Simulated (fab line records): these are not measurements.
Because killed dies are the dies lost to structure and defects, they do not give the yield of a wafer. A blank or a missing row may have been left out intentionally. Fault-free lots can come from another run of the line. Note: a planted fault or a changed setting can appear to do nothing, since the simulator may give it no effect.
The tool behind it: which one? | flow gf180mcu | Sampling: 14 lots, 42 wafers, 4 of 602 route steps

== WHAT THE GAUGES READ, wafer by wafer ==
GF_VT_IMPLANT_OVL_MEAS_40.
lot  | measured     | on         | VT_IMPLANT_03_OVL (nm)
L227 | day 8 02:19  | overlay-02 | 3.2 -1.0 0.5
L228 | day 8 08:05  | overlay-01 | -0.3 0.2 2.0
L229 | day 8 17:38  | overlay-02 | 2.9 0.8 2.9
L230 | day 8 23:22  | overlay-02 | 0.7 1.6 1.8
L231 | day 9 05:22  | overlay-02 | 1.3 1.1 0.9
L233 | day 9 19:56  | overlay-02 | 3.0 3.7 3.0
L234 | day 10 00:55 | overlay-01 | 1.9 3.6 2.4
L235 | day 10 09:01 | overlay-01 | -0.2 1.7 1.4
L236 | day 10 14:49 | overlay-02 | 1.8 -0.2 0.7
L239 | day 11 12:25 | overlay-01 | 2.0 0.7 2.0
L240 | day 11 18:37 | overlay-02 | 1.7 1.3 0.2
L243 | day 12 12:38 | overlay-02 | 1.2 1.8 1.0
L245 | day 13 03:49 | overlay-01 | -0.4 2.3 -0.7
L248 | day 14 01:37 | overlay-02 | 2.4 2.1 4.2

GF_HV_LDD_CD_MEAS_31: the cd target is 400 nm.
lot  | measured     | on        | cd-nm (nm)
L227 | day 12 03:37 | cd-sem-01 | 400.1 401.7 398.5
L228 | day 12 09:26 | cd-sem-01 | 398.4 400.5 400.0
L229 | day 12 23:31 | cd-sem-01 | 402.1 404.0 401.8
L230 | day 13 06:22 | cd-sem-01 | 401.5 401.1 401.5
L231 | day 13 13:28 | cd-sem-01 | 400.7 399.7 399.8
L233 | day 14 05:08 | cd-sem-02 | 402.6 404.4 404.1
L234 | day 14 11:52 | cd-sem-02 | 398.2 397.1 398.9
L235 | day 14 19:52 | cd-sem-01 | 398.2 398.0 400.1
L236 | day 15 01:19 | cd-sem-02 | 401.4 401.1 400.3
L239 | day 16 04:10 | cd-sem-01 | 402.3 401.3 403.3
L240 | day 16 09:23 | cd-sem-01 | 396.6 397.9 397.0
L243 | day 17 08:01 | cd-sem-02 | 399.9 400.5 402.1
L245 | day 18 00:41 | cd-sem-01 | 399.0 399.0 401.8
L248 | day 19 04:35 | cd-sem-02 | 400.0 401.0 401.3

== WHAT TOOL EACH LOT RAN ON (gives the tool, then ch and the chambers of the sampled wafers, and finally the start) ==
lot  | GF_STI_STRIP_15                     | GF_MVSD_EXPOSE_04
L227 | plasma-asher-02 ch 1, day 2 11:06   | iline-stepper-02 ch 0, day 4 15:05
L228 | plasma-asher-02 ch 0,1, day 2 16:43 | iline-stepper-02 ch 0, day 4 19:38
L229 | plasma-asher-02 ch 0,1, day 2 22:57 | iline-stepper-01 ch 0, day 5 03:47
L230 | plasma-asher-04 ch 0,1, day 3 03:38 | iline-stepper-01 ch 0, day 5 09:00
L231 | plasma-asher-01 ch 0,1, day 3 08:24 | iline-stepper-02 ch 0, day 5 13:13
L233 | plasma-asher-01 ch 0,1, day 3 21:00 | iline-stepper-02 ch 0, day 6 03:00
L234 | plasma-asher-01 ch 0,1, day 3 23:45 | iline-stepper-01 ch 0, day 6 05:49
L235 | plasma-asher-01 ch 0,1, day 4 05:57 | iline-stepper-02 ch 0, day 6 12:43
L236 | plasma-asher-02 ch 0,1, day 4 10:14 | iline-stepper-02 ch 0, day 6 18:16
L239 | plasma-asher-02 ch 1, day 5 01:29   | iline-stepper-02, day 7 11:27
L240 | plasma-asher-04 ch 0,1, day 5 08:01 | iline-stepper-01, day 7 18:29
L243 | plasma-asher-02 ch 0,1, day 5 23:01 | iline-stepper-02 ch 0, day 8 09:14
L245 | plasma-asher-04 ch 0,1, day 6 08:48 | iline-stepper-01 ch 0, day 8 21:43
L248 | plasma-asher-02 ch 0,1, day 7 00:23 | iline-stepper-01 ch 0, day 9 17:01
- GF_STI_STRIP_15: strips in O2/N2.
- GF_MVSD_EXPOSE_04: exposes mask MVSD, target cd 1000 nm.

== WHAT THE TOOLS THEMSELVES READ (means of the sampled wafers that have a number; where no wafer has one, the mark that the record gives instead) ==
GF_STI_STRIP_15.
lot  | tool            | drypump-motor-current-A (A) | heater-power-w (W) | o2-flow-sccm (sccm) | oes-product-au (a.u.) | strip-time-to-endpoint-s (s)
L227 | plasma-asher-02 | 6.1                         | 283                | 2994                | 0.385                 | 3.73
L228 | plasma-asher-02 | 5.9                         | 294                | 3012                | 0.386                 | 3.76
L229 | plasma-asher-02 | 5.6                         | 294                | 3010                | 0.384                 | 3.74
L230 | plasma-asher-04 | 5.2                         | 317                | 2995                | 0.385                 | 3.82
L231 | plasma-asher-01 | 6.2                         | 296                | 2999                | 0.384                 | 3.76
L233 | plasma-asher-01 | 6.1                         | 305                | 3000                | 0.380                 | 3.70
L234 | plasma-asher-01 | 6.1                         | 302                | 2993                | 0.383                 | 3.72
L235 | plasma-asher-01 | 6.2                         | 293                | 3005                | 0.385                 | 3.76
L236 | plasma-asher-02 | 5.8                         | 290                | 2997                | 0.386                 | 3.76
L239 | plasma-asher-02 | 6.1                         | 285                | 2998                | 0.387                 | 3.76
L240 | plasma-asher-04 | 5.2                         | 316                | 3001                | 0.391                 | 3.78
L243 | plasma-asher-02 | 5.6                         | 287                | 3004                | 0.383                 | 3.70
L245 | plasma-asher-04 | 5.2                         | 312                | 2996                | 0.386                 | 3.74
L248 | plasma-asher-02 | 5.6                         | 283                | 3006                | 0.380                 | 3.70

GF_MVSD_EXPOSE_04.
lot  | tool             | exposure-dose-mJ-cm2 | focus-offset-nm (nm) | reticle-temp-C (C)
L227 | iline-stepper-02 | 259.95               | 0.2                  | 22.97
L228 | iline-stepper-02 | 260.18               | -0.2                 | 22.93
L229 | iline-stepper-01 | 260.47               | -0.2                 | 22.98
L230 | iline-stepper-01 | 259.77               | -0.7                 | 23.03
L231 | iline-stepper-02 | 259.63               | -0.1                 | 23.04
L233 | iline-stepper-02 | 260.34               | -0.3                 | 23.11
L234 | iline-stepper-01 | 259.97               | 0.2                  | 22.95
L235 | iline-stepper-02 | 260.14               | -0.2                 | 22.85
L236 | iline-stepper-02 | 260.20               | 0.1                  | 22.95
L239 | iline-stepper-02 | -                    | -                    | -
L240 | iline-stepper-01 | -                    | -                    | -
L243 | iline-stepper-02 | 259.95               | 0.1                  | 22.95
L245 | iline-stepper-01 | 259.73               | 0.5                  | 22.93
L248 | iline-stepper-01 | 259.88               | 0.2                  | 23.14

== THE ANSWER, worked out from the rows above alone ==
Rule: usual is defined by the lots themselves. Put in order of their means at a reading, lots are off if they are a third of the lots or fewer, leave a main group of 4 or more, and stand apart from it by a gap of 3 or more times the standard deviation of the main group's means; of several such gaps the widest counts. If all means in a main group match to the digits the tables above print for the reading, that group is not used. A lot without any number at a reading at which 4 lots or more have one is off too. Any other lot the step has rows for is counted as sound. Order of review: gauges by route order, followed by the tools' own readings, for which a lot's mean as printed above is used. The first step at which some lot is off is used, and at that step the reading that is off furthest; a lot without a number counts as furthest.
Off: L239, L240, at GF_MVSD_EXPOSE_04 (exposure-dose-mJ-cm2). Without a number there: L239, L240. Main group: mean 260.02, sd 0.24.
A tool fits if, at that step or a process step before it, it ran every lot that is off, and no sound lot after the first of them. No candidate that was tried fits.

== WHAT WAS PUT IN BY THE SIMULATOR ==
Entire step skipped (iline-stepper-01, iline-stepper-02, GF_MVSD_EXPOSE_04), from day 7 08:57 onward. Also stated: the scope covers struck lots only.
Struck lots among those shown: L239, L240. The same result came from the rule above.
